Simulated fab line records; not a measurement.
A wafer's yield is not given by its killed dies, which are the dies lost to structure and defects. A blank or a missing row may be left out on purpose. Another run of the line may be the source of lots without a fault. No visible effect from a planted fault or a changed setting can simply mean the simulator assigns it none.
fab line records | flow sfq-line | part 2 of 2: steps 28 to 36 of 36
[record] lots = 5 | wafers = 15 | last-day = 80
route steps=325 shown L0V@25 M0@28 I0@43 M1@58
lots with no fault: from the same line, run without faults
start-h: the number of hours between the record's first day and the start of the first shown wafer of the lot | wait-h: hours since the lot's step before | " as in the row above | L1.1+2: a row that stands for several wafers | - no value, or no start was given | * or withheld: withheld | < > ~ a bound
route shown NAME@n: a module of which the file shows steps, and the number in the route of the first | usual: the fault-free wafers' mean and standard deviation | same: alike in all rows | chamber/n: place in a boat | sites: the reading at each site | _std_site: standard deviation of those values | _edge_site: the outer-site mean with the inner-site mean subtracted | radius-mm: for every site, how far away it sits from the centre of the wafer | mask NAME#n: copy n | behind: the most recent tool/chamber to have shaped the wafer | hold: why the lot went on hold/how many hours it stayed there/how the hold came to an end | device: the transistor (n, p or np) that didn't switch | end of line: tests run on the same wafers once the route is complete | a step without rows: its recipe alone | killed: dies that structure and defects cost at the first sort, which is not the same as the wafer's yield | map: per-die view of a wafer (x killed, . not killed, _ where there is no die)
set.NAME: the setting as run; set.NAME@STEP: as run at that earlier step | model.NAME: the simulator's own value behind a step, which no gauge read
lots seen at some steps along the route; tables by step, rows by wafer
services: when a tool's chamber went out of use (start-h, in hours from the record's first day, below 0 if earlier), for how many hours, and the reason
[[steps]]
[step SFQ_I0_OVL_MEAS_908]
[usual] I0_OVL = 0/6.7
lot.wafer | tool       | chamber | start-h | wait-h | I0_OVL[nm]
L076.1    | overlay-01 | -       | 230.61  | 0.1    | 9
L076.5    | "          | -       | "       | "      | 7
L076.6    | "          | -       | "       | "      | 1
L081.2    | overlay-02 | -       | 274.87  | 0.1    | -5
L081.4    | "          | -       | "       | "      | -1
L081.6    | "          | -       | "       | "      | 0
L082.1    | overlay-02 | -       | 279.66  | 0.1    | -2
L082.2    | "          | -       | "       | "      | 8
L082.6    | "          | -       | "       | "      | 12
L092.2    | overlay-01 | -       | 351.22  | 0.1    | -4
L092.3    | "          | -       | "       | "      | 8
L092.5    | "          | -       | "       | "      | 2
L095.3    | overlay-02 | -       | 382.86  | 0.1    | -3
L095.4    | "          | -       | "       | "      | -5
L095.5    | "          | -       | "       | "      | 3
[step SFQ_TRILAYER_I0_VIA_BARC_OPEN_VIA_ETCH_046]
[recipe] mask-material = PR | chemistry = O2 | target-depth-nm = 125 | target = BARC | source-w = 500 | bias-w = 80 | pressure-mtorr = 30 | time-s = 41.7
[usual] chamber-pressure-mTorr = 30.003/0.029 | drypump-motor-current-A = 5.7/0.32 | oes-product-au = 0.685/0.0044
lot.wafer | tool        | chamber | start-h | wait-h | chamber-pressure-mTorr | drypump-motor-current-A | oes-product-au | rf-hours-counter-h
L076.1    | rie-diel-01 | 3       | 230.64  | 0.0    | 30.023                 | 6.2                     | 0.687          | 6
L076.5    | "           | 0       | "       | "      | 30.040                 | 5.6                     | 0.680          | -
L076.6    | "           | 1       | "       | "      | 29.998                 | 5.8                     | 0.683          | -
L081.2    | rie-diel-01 | 3       | 274.90  | 0.0    | 29.994                 | 6.1                     | 0.678          | 6
L081.4    | "           | 0       | "       | "      | 30.017                 | 5.6                     | 0.675          | 7
L081.6    | "           | 2       | "       | "      | 30.004                 | 5.8                     | 0.688          | -
L082.1    | rie-diel-02 | 2       | 279.70  | 0.0    | 30.020                 | 5.8                     | 0.687          | 81
L082.2    | "           | 3       | "       | "      | 30.030                 | 5.8                     | 0.680          | 11
L082.6    | "           | 0       | "       | "      | 29.986                 | 6.1                     | 0.684          | -
L092.2    | rie-diel-01 | 0       | 351.25  | 0.0    | 30.008                 | 5.6                     | 0.683          | 8
L092.3    | "           | 2       | "       | "      | 30.024                 | 5.8                     | 0.688          | 9
L092.5    | "           | 2       | "       | "      | 30.021                 | 5.8                     | 0.687          | -
L095.3    | rie-diel-03 | 0       | 382.89  | 0.0    | 30.046                 | 4.8                     | 0.690          | 1
L095.4    | "           | 2       | "       | "      | 30.065                 | 5.7                     | 0.693          | 11
L095.5    | "           | 0       | "       | "      | 30.000                 | 4.8                     | 0.685          | -
[step SFQ_TRILAYER_I0_VIA_ETCH_VIA_ETCH_034]
[recipe] target = SiO2 | stop-on = Nb | mask-material = PR | taper-deg = 20 | chemistry = CHF3 | target-depth-nm = 260 | source-w = 500 | bias-w = 80 | pressure-mtorr = 30 | time-s = withheld
[usual] chamber-pressure-mTorr = 29.999/0.026 | drypump-motor-current-A = 5.7/0.32 | oes-product-au = 0.856/0.0049
lot.wafer | tool        | chamber | start-h | wait-h | chamber-pressure-mTorr | drypump-motor-current-A | oes-product-au
L076.1    | rie-diel-01 | 3       | 230.68  | 0.0    | 29.966                 | 6.2                     | 0.859
L076.5    | "           | 0       | "       | "      | 29.979                 | 5.6                     | 0.863
L076.6    | "           | 1       | "       | "      | 30.005                 | 5.8                     | 0.858
L081.2    | rie-diel-01 | 3       | 274.94  | 0.0    | 30.037                 | 6.2                     | 0.852
L081.4    | "           | 0       | "       | "      | 30.001                 | 5.6                     | 0.861
L081.6    | "           | 2       | "       | "      | 30.016                 | 5.8                     | 0.852
L082.1    | rie-diel-02 | 2       | 279.74  | 0.0    | 30.026                 | 5.8                     | 0.853
L082.2    | "           | 3       | "       | "      | 30.008                 | 5.8                     | 0.849
L082.6    | "           | 0       | "       | "      | 29.975                 | 6.1                     | 0.853
L092.2    | rie-diel-01 | 0       | 351.29  | 0.0    | 30.061                 | 5.6                     | 0.857
L092.3    | "           | 2       | "       | "      | 29.980                 | 5.8                     | 0.851
L092.5    | "           | 2       | "       | "      | 29.990                 | 5.8                     | 0.858
L095.3    | rie-diel-03 | 0       | 382.93  | 0.0    | 29.987                 | 4.7                     | 0.843
L095.4    | "           | 2       | "       | "      | 29.947                 | 5.7                     | 0.852
L095.5    | "           | 0       | "       | "      | 29.978                 | 4.8                     | 0.857
[step SFQ_TRILAYER_I0_VIA_STRIP_STRIP_035]
[recipe] gas = O2 | power-w = 200 | platen-temp-c = 40 | overash-fraction = 0.65 | chemistry = O2 | pressure-mtorr = 50
[usual] chamber-pressure-mTorr = 50.00/0.045 | drypump-motor-current-A = 5.3/0.39 | he-backside-leak-sccm = 3.5/0.31 | oes-product-au = 1.005/0.014
lot.wafer | tool         | chamber | start-h | wait-h | chamber-pressure-mTorr | drypump-motor-current-A | he-backside-leak-sccm | oes-product-au | rf-hours-counter-h
L076.1    | rie-metal-02 | 1       | 230.80  | -      | 50.00                  | 5.9                     | 3.4                   | 0.988          | 14
L076.5    | "            | 0       | "       | "      | 49.98                  | 5.7                     | 3.7                   | 0.997          | -
L076.6    | "            | 1       | "       | "      | 50.01                  | 5.9                     | 3.3                   | 0.982          | -
L081.2    | rie-metal-04 | 0       | 275.05  | -      | 50.04                  | 5.1                     | 3.3                   | 1.015          | 149
L081.4    | "            | 1       | "       | "      | 50.03                  | 4.9                     | 3.8                   | 1.022          | -
L081.6    | "            | 1       | "       | "      | 49.94                  | 4.9                     | 3.6                   | 1.013          | -
L082.1    | rie-metal-04 | 0       | 279.85  | -      | 50.11                  | 5.0                     | 3.2                   | 1.005          | 150
L082.2    | "            | 1       | "       | "      | 50.02                  | 4.9                     | 3.9                   | 1.026          | 187
L082.6    | "            | 0       | "       | "      | 50.08                  | 5.1                     | 3.2                   | 1.000          | -
L092.2    | rie-metal-04 | 1       | 351.40  | -      | 49.98                  | 4.9                     | 3.4                   | 0.999          | 9
L092.3    | "            | 1       | "       | "      | 50.03                  | 4.8                     | 3.5                   | 1.007          | -
L092.5    | "            | 1       | "       | "      | 50.00                  | 4.8                     | 3.3                   | 0.996          | -
L095.3    | rie-metal-02 | 1       | 383.24  | -      | 49.97                  | 5.9                     | 3.2                   | 0.990          | -
L095.4    | "            | 0       | "       | "      | 50.00                  | 5.8                     | 3.6                   | 0.982          | -
L095.5    | "            | 1       | "       | "      | 50.05                  | 5.9                     | 3.3                   | 0.988          | -
[step SFQ_TRILAYER_I0_VIA_STRIP_SOLV_CLEAN_036]
[recipe] chemistry = NMP | temp-c = 70 | time-s = 600
lot.wafer  | tool         | chamber | start-h | wait-h
L076.1+5+6 | wet-bench-04 | 4,5,3   | 231.40  | 0.4
L081.2+4+6 | wet-bench-02 | 4,5,0   | 275.65  | 0.4
L082.1+2+6 | wet-bench-02 | 1,6,0   | 280.45  | 0.4
L092.2+3+5 | wet-bench-02 | 1,0,5   | 352.00  | 0.4
L095.3+4+5 | wet-bench-02 | 6,0,4   | 383.64  | 0.2
[step SFQ_TRILAYER_M1_DEP_PRE_CLEAN_038]
[recipe] gas = Ar | time-s = 22.5 | bias-v = 250
lot.wafer  | tool           | chamber | start-h | wait-h
L076.1+5+6 | pvd-sputter-06 | -       | 231.57  | 0.0
L081.2+4+6 | pvd-sputter-06 | -       | 275.83  | 0.0
L082.1+2+6 | pvd-sputter-03 | -       | 280.63  | 0.0
L092.2+3+5 | pvd-sputter-04 | -       | 352.18  | 0.0
L095.3+4+5 | pvd-sputter-03 | -       | 383.82  | 0.0
[step SFQ_TRILAYER_M1_DEP_SPUTTER_037]
[recipe] material = Nb | base-pressure-pa = 1.33e-06 | chamber-pressure-pa = 0.1333 | substrate-temp-c = 20 | resputter-cathode-voltage-v = 400 | target-thk-nm = 200 | power-w = 2000 | time-s = 133.3
[usual] throttle-valve-pct = 29.8/1.1
lot.wafer | tool           | chamber | start-h | wait-h | throttle-valve-pct
L076.1    | pvd-sputter-06 | -       | 231.60  | 0.0    | 29.2
L076.5    | "              | -       | "       | "      | 28.9
L076.6    | "              | -       | "       | "      | 28.4
L081.2    | pvd-sputter-06 | -       | 275.86  | 0.0    | 28.3
L081.4    | "              | -       | "       | "      | 28.7
L081.6    | "              | -       | "       | "      | 28.0
L082.1    | pvd-sputter-03 | -       | 280.66  | 0.0    | 30.3
L082.2    | "              | -       | "       | "      | 31.3
L082.6    | "              | -       | "       | "      | 30.0
L092.2    | pvd-sputter-04 | -       | 352.21  | 0.0    | 30.1
L092.3    | "              | -       | "       | "      | 31.2
L092.5    | "              | -       | "       | "      | 30.1
L095.3    | pvd-sputter-03 | -       | 383.84  | 0.0    | 31.3
L095.4    | "              | -       | "       | "      | 29.9
L095.5    | "              | -       | "       | "      | 29.9
[step SFQ_M1_RS_MEAS_909]
[recipe] thk-meas-gauge = four-point-probe | reads = Nb_of_TRILAYER_M1_DEP_SPUTTER_037
[usual] M1_NB_RS = 0.887/0.013
lot.wafer | tool          | chamber | start-h | wait-h | M1_NB_RS[ohm/sq]
L076.1    | film-metro-02 | -       | 231.69  | 0.0    | 0.896
L076.5    | "             | -       | "       | "      | 0.900
L076.6    | "             | -       | "       | "      | 0.893
L081.2    | film-metro-01 | -       | 275.97  | 0.1    | 0.883
L081.4    | "             | -       | "       | "      | 0.880
L081.6    | "             | -       | "       | "      | 0.885
L082.1    | film-metro-01 | -       | 280.75  | 0.0    | 0.873
L082.2    | "             | -       | "       | "      | 0.870
L082.6    | "             | -       | "       | "      | 0.876
L092.2    | film-metro-04 | -       | 352.32  | 0.1    | 0.905
L092.3    | "             | -       | "       | "      | 0.886
L092.5    | "             | -       | "       | "      | 0.901
L095.3    | film-metro-02 | -       | 383.98  | 0.1    | 0.873
L095.4    | "             | -       | "       | "      | 0.876
L095.5    | "             | -       | "       | "      | 0.875
[step SFQ_TRILAYER_M1_LITHO_COAT_044]
[recipe] resist = BARC | spin-rpm = 3000 | resist-thk-nm = 62
lot.wafer  | tool           | chamber | start-h | wait-h
L076.1+5+6 | litho-track-01 | 0       | 231.87  | 0.1
L081.2+4+6 | litho-track-01 | 0       | 276.18  | 0.1
L082.1+2+6 | litho-track-01 | 0       | 280.93  | 0.1
L092.2+3+5 | litho-track-01 | 0       | 352.53  | 0.1
L095.3+4+5 | litho-track-03 | 0       | 384.22  | 0.1
[[services]]
tool           | chamber | start-h | hours | kind
krf-scanner-01 | -       | 94.72   | 1.0   | pm
krf-scanner-01 | -       | 96.92   | 4.4   | pm
wet-bench-02   | -       | 106.06  | 1.1   | repair
rie-metal-04   | -       | 106.33  | 0.4   | repair
krf-scanner-02 | -       | 117.13  | 0.8   | pm
rie-diel-01    | 0       | 120.74  | 9.9   | repair
rie-diel-01    | 2       | 126.44  | 3.2   | repair
pvd-sputter-03 | -       | 129.78  | 9.5   | repair
rie-diel-01    | -       | 144.70  | 14.6  | pm
krf-scanner-01 | -       | 155.30  | 0.8   | pm
rie-diel-01    | -       | 159.30  | 28.1  | pm
krf-scanner-02 | -       | 196.40  | 1.5   | repair
rie-diel-03    | 3       | 197.38  | 3.5   | repair
rie-diel-01    | 2       | 197.68  | 5.5   | repair
rie-metal-02   | -       | 204.99  | 0.6   | repair
rie-diel-01    | 2       | 221.56  | 17.7  | repair
pvd-sputter-04 | -       | 231.56  | 3.4   | repair
pvd-sputter-03 | -       | 241.48  | 0.9   | repair
rie-metal-04   | -       | 271.44  | 0.1   | repair
pvd-sputter-04 | -       | 313.71  | 4.9   | repair
rie-metal-03   | -       | 325.92  | 2.1   | repair
rie-diel-01    | -       | 329.13  | 1.2   | repair
rie-metal-03   | -       | 355.40  | 0.2   | repair
pvd-sputter-04 | -       | 382.56  | 5.6   | repair
